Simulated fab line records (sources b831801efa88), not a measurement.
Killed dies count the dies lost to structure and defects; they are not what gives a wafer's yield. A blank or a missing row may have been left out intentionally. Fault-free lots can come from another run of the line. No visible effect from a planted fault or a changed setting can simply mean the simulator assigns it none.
Which tool is to blame? || flow gf180mcu || 12 lots, 36 wafers sampled, at 3 steps of a route of 602

WHAT THE GAUGES SHOWED, per wafer
GF_MIM_THK_MEAS_06. Usual: MIM_CVD_05_THK 41.9 nm, standard deviation 0.51.
{"lot": "L110", "measured": "day 25 00:19", "on": "film metro-03", "MIM_CVD_05_THK (nm)": "41.5 41.6 41.8", "flag": ""}
{"lot": "L113", "measured": "day 26 02:49", "on": "film metro-04", "MIM_CVD_05_THK (nm)": "41.9 41.7 42.4", "flag": ""}
{"lot": "L114", "measured": "day 26 15:26", "on": "film metro-03", "MIM_CVD_05_THK (nm)": "42.3 42.0 43.0", "flag": ""}
{"lot": "L115", "measured": "day 27 10:50", "on": "film metro-04", "MIM_CVD_05_THK (nm)": "41.9 41.7 42.4", "flag": ""}
{"lot": "L119", "measured": "day 28 09:06", "on": "film metro-03", "MIM_CVD_05_THK (nm)": "41.2 41.7 41.9", "flag": ""}
{"lot": "L120", "measured": "day 28 12:26", "on": "film metro-04", "MIM_CVD_05_THK (nm)": "41.7 42.6 42.4", "flag": ""}
{"lot": "L124", "measured": "day 29 15:29", "on": "film metro-02", "MIM_CVD_05_THK (nm)": "39.7 42.8 40.7", "flag": ""}
{"lot": "L125", "measured": "day 29 21:30", "on": "film metro-04", "MIM_CVD_05_THK (nm)": "41.2 42.2 39.9", "flag": ""}
{"lot": "L126", "measured": "day 30 02:13", "on": "film metro-02", "MIM_CVD_05_THK (nm)": "42.3 39.9 42.4", "flag": ""}
{"lot": "L128", "measured": "day 30 15:13", "on": "film metro-02", "MIM_CVD_05_THK (nm)": "42.4 42.6 42.7", "flag": ""}
{"lot": "L129", "measured": "day 30 21:17", "on": "film metro-04", "MIM_CVD_05_THK (nm)": "41.4 42.3 41.8", "flag": ""}
{"lot": "L131", "measured": "day 31 10:44", "on": "film metro-03", "MIM_CVD_05_THK (nm)": "41.6 41.3 41.3", "flag": ""}

GF_MIM_THK_MEAS_11: measures by xrf. Usual: MIM_ALCU_THK 201.9 nm, standard deviation 2.6.
{"lot": "L110", "measured": "day 25 00:36", "on": "film metro-04", "MIM_ALCU_THK (nm)": "203.1 202.8 206.4", "flag": ""}
{"lot": "L113", "measured": "day 26 03:05", "on": "film metro-03", "MIM_ALCU_THK (nm)": "200.7 198.9 196.0", "flag": ""}
{"lot": "L114", "measured": "day 26 15:43", "on": "film metro-04", "MIM_ALCU_THK (nm)": "203.2 202.4 200.8", "flag": ""}
{"lot": "L115", "measured": "day 27 11:07", "on": "film metro-04", "MIM_ALCU_THK (nm)": "201.1 201.0 205.4", "flag": ""}
{"lot": "L119", "measured": "day 28 09:23", "on": "film metro-04", "MIM_ALCU_THK (nm)": "202.0 203.7 201.1", "flag": ""}
{"lot": "L120", "measured": "day 28 12:43", "on": "film metro-02", "MIM_ALCU_THK (nm)": "200.5 203.5 201.0", "flag": ""}
{"lot": "L124", "measured": "day 29 15:46", "on": "film metro-03", "MIM_ALCU_THK (nm)": "197.6 198.2 199.7", "flag": ""}
{"lot": "L125", "measured": "day 29 21:47", "on": "film metro-03", "MIM_ALCU_THK (nm)": "200.3 202.9 203.9", "flag": ""}
{"lot": "L126", "measured": "day 30 02:30", "on": "film metro-03", "MIM_ALCU_THK (nm)": "205.9 202.5 202.4", "flag": ""}
{"lot": "L128", "measured": "day 30 15:31", "on": "film metro-02", "MIM_ALCU_THK (nm)": "206.8 204.2 205.4", "flag": ""}
{"lot": "L129", "measured": "day 30 21:34", "on": "film metro-02", "MIM_ALCU_THK (nm)": "204.5 207.3 207.8", "flag": ""}
{"lot": "L131", "measured": "day 31 11:01", "on": "film metro-02", "MIM_ALCU_THK (nm)": "200.7 205.0 200.3", "flag": ""}

WHAT TOOL EACH LOT RAN ON (gives the tool, then ch and the chambers of the sampled wafers, and finally the start)
{"lot": "L110", "GF_MIM_CVD_05": "pecvd-02 ch 0,1,2, day 25 00:17"}
{"lot": "L113", "GF_MIM_CVD_05": "pecvd-04 ch 0,1,2, day 26 02:46"}
{"lot": "L114", "GF_MIM_CVD_05": "pecvd-04 ch 0,1, day 26 15:24"}
{"lot": "L115", "GF_MIM_CVD_05": "pecvd-04 ch 0,1,2, day 27 10:49"}
{"lot": "L119", "GF_MIM_CVD_05": "pecvd-02 ch 0,1,2, day 28 09:04"}
{"lot": "L120", "GF_MIM_CVD_05": "pecvd-04 ch 0,1,2, day 28 12:24"}
{"lot": "L124", "GF_MIM_CVD_05": "pecvd-04 ch 0,2, day 29 15:26"}
{"lot": "L125", "GF_MIM_CVD_05": "pecvd-04 ch 0,2, day 29 21:28"}
{"lot": "L126", "GF_MIM_CVD_05": "pecvd-04 ch 1,2, day 30 02:11"}
{"lot": "L128", "GF_MIM_CVD_05": "pecvd-02 ch 0,1,2, day 30 15:11"}
{"lot": "L129", "GF_MIM_CVD_05": "pecvd-02 ch 0,1,2, day 30 21:14"}
{"lot": "L131", "GF_MIM_CVD_05": "pecvd-01 ch 0,1,2, day 31 10:41"}
- GF_MIM_CVD_05: deposits Si3N4, target thk 42 nm, time 29.086 s.

WHAT THE TOOLS THEMSELVES READ (means of the sampled wafers that have a number; where no wafer has one, the mark that the record gives instead)
GF_MIM_CVD_05. Usual: heater power w reads 642 W (standard deviation 76).
{"lot": "L110", "tool": "pecvd-02", "heater power w (W)": 607, "flag": ""}
{"lot": "L113", "tool": "pecvd-04", "heater power w (W)": 664, "flag": ""}
{"lot": "L114", "tool": "pecvd-04", "heater power w (W)": 610, "flag": ""}
{"lot": "L115", "tool": "pecvd-04", "heater power w (W)": 683, "flag": ""}
{"lot": "L119", "tool": "pecvd-02", "heater power w (W)": 629, "flag": ""}
{"lot": "L120", "tool": "pecvd-04", "heater power w (W)": 674, "flag": ""}
{"lot": "L124", "tool": "pecvd-04", "heater power w (W)": 599, "flag": ""}
{"lot": "L125", "tool": "pecvd-04", "heater power w (W)": 647, "flag": ""}
{"lot": "L126", "tool": "pecvd-04", "heater power w (W)": 671, "flag": ""}
{"lot": "L128", "tool": "pecvd-02", "heater power w (W)": 630, "flag": ""}
{"lot": "L129", "tool": "pecvd-02", "heater power w (W)": 613, "flag": ""}
{"lot": "L131", "tool": "pecvd-01", "heater power w (W)": 656, "flag": ""}

THE ANSWER, worked out from the rows above alone
Rule: a lot is off if the mean of its wafers that have a number lies more than 3 standard deviations from the usual mean. A lot without any number at a reading at which 4 lots or more have one is off too. Where the step has rows for the other lots, those lots are counted as sound. The gauges are gone through in route order, then the tools' own readings, and for those a lot's mean is taken as printed above. The first step at which some lot is off is used, and at that step the reading that is off furthest; a lot without a number counts as furthest.
Nothing can be told from this: no lot is off at any reading shown.

WHAT THE SIMULATOR HAD PUT IN
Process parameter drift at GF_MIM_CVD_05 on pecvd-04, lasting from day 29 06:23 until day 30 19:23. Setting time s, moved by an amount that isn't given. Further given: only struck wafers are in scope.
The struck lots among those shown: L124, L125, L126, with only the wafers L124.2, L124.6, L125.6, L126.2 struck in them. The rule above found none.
